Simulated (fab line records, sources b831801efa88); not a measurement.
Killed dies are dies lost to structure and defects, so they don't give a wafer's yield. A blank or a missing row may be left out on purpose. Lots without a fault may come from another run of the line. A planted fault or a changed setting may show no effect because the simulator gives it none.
Problem report in the 8D (eight disciplines) form, filled by code | flow gf180mcu | the parts of the form that need people (team, actions taken, sign-off) are left out

1. THE PROBLEM
overpolish_run_s at GF_V4_CMP_26 reads a mean of 0.041 s on 6 wafers of 2 lots; wafers without a fault read 15.001 s with a standard deviation of 0.0087. That is -99 or more standard deviations from the usual mean.
The step: polishes, stops on SiO2, t overpolish 15 s, target thk 0 nm.
First seen on wafer L600.3, day 28 15:28, on cmp-01. The record holds 39 wafers of 13 lots with a number at this step. Rule for "out", or "out of limits": more than 4 standard deviations from the usual mean. The other wafers with a number count as sound.

2. WHAT IT IS AND WHAT IT IS NOT
question                    | is                                   | is not
which readings at this step | overpolish_run_s, time_to_endpoint_s | motor_current_A
which lots                  | L600, L601                           | L587, L588, L589, L590, L591, L592, L593, L595, L608, L609, L610
which wafers of those lots  | all that have a number               | -
read on which tools         | cmp-01                               | cmp-02
when                        | from day 28 15:28                    | up to then (24 sound wafers); but 9 sound wafers of L608, L609, L610 came after

3. SUSPECTS, AND WHAT RULES EACH OUT
Counting: a tool at a process step up to the reading stays a suspect if it ran every lot that is out and no sound lot after the first of them.
- cmp-01 at GF_V4_CMP_26 (polishes, stops on SiO2, t overpolish 15 s, target thk 0 nm): kept. It ran every lot that is out, first L600 (day 28 15:28), and no sound lot after that; its last sound lot up to then is L593 (day 26 07:44). Its own readings are out on those wafers: overpolish_run_s, time_to_endpoint_s.
Left after counting: cmp-01 at GF_V4_CMP_26.

4. THE CAUSE (what the simulator had put in)
Process parameter drift: cmp-01, from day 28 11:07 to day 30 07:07, at GF_V4_CMP_26. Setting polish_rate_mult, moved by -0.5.
Counting left only this tool.

5. THE CHAIN OF EFFECTS, in route order
Each row: a reading whose mean over the struck wafers that have a number lies more than 3 standard deviations from the usual. Only readings for which the record gives a usual standard deviation are gone through. hours: the time from each lot's start at the first step in this table that gives one to its start at this step, as a median over the lots. sigmas: the change in usual standard deviations.
hours | step         | reading            | usual    | on struck wafers | change  | sigmas
0     | GF_V4_CMP_26 | overpolish_run_s   | 15.001 s | 0.041            | -14.960 | -99 or more
0     | GF_V4_CMP_26 | time_to_endpoint_s | 85 s     | 131              | +46     | +9.0
The process steps in it:
- GF_V4_CMP_26: polishes, stops on SiO2, t overpolish 15 s, target thk 0 nm.

6. WHAT WOULD HAVE CAUGHT IT SOONER
In this record the first reading out of limits was taken at day 28 15:28, 4 hours after the fault began at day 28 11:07.
